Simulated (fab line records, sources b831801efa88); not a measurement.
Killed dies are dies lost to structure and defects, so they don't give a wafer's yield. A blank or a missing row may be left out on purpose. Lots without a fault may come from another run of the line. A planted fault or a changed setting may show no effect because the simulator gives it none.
Chamber matching | flow sky130 | SKY_VIA2_ETCH_15 on rie_diel-01: 4 sister chambers
The step etches SiO2 in C4F8/O2/Ar, stops on TiN, target depth 546 nm, time 84 s. 8 wafers are shown with their chamber, then 6 later ones without.

WAFERS WITH THEIR CHAMBER
wafer  | chamber | oes_product_au (a.u.)
L713.6 | 1       | 0.941
L715.5 | 2       | 0.942
L717.2 | 2       | 0.942
L719.3 | 1       | 0.941
L719.4 | 0       | 0.943
L719.6 | 3       | 0.936
L721.1 | 0       | 0.936
L721.3 | 3       | 0.941

WAFERS WITHOUT THEIR CHAMBER
wafer  | oes_product_au (a.u.)
L721.6 | 0.941
L723.1 | 0.936
L723.5 | 0.936
L723.6 | 0.940
L724.2 | 0.939
L724.5 | 0.944

WHICH CHAMBER EACH WENT THROUGH
wafer  | from the rows above               | in truth
L721.6 | can't be placed: 1 or 2 or 0 or 3 | 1
L723.1 | can't be placed: 3 or 0 or 1 or 2 | 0
L723.5 | can't be placed: 3 or 0 or 1 or 2 | 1
L723.6 | can't be placed: 0 or 1 or 3 or 2 | 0
L724.2 | can't be placed: 3 or 0 or 1 or 2 | 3
L724.5 | can't be placed: 2 or 1 or 0 or 3 | 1
Placed correctly: 0 of 6. Can't be placed from these rows: 6 (the true chamber is among the candidates in 6). Placed wrongly: 0.
How it was worked out, from the rows above alone: a wafer's distance from a chamber is the root of the sum, over the readings, of the square of ((its reading less the chamber's mean) divided by the reading's scatter). The wafer belongs to the nearest chamber; if the next one is less than 2 further off, it can't be placed. A chamber's mean is the mean of its shown wafers. The scatter: the root of (the sum of the squares of (reading less its chamber's mean) over the shown wafers, divided by (wafers less chambers)).
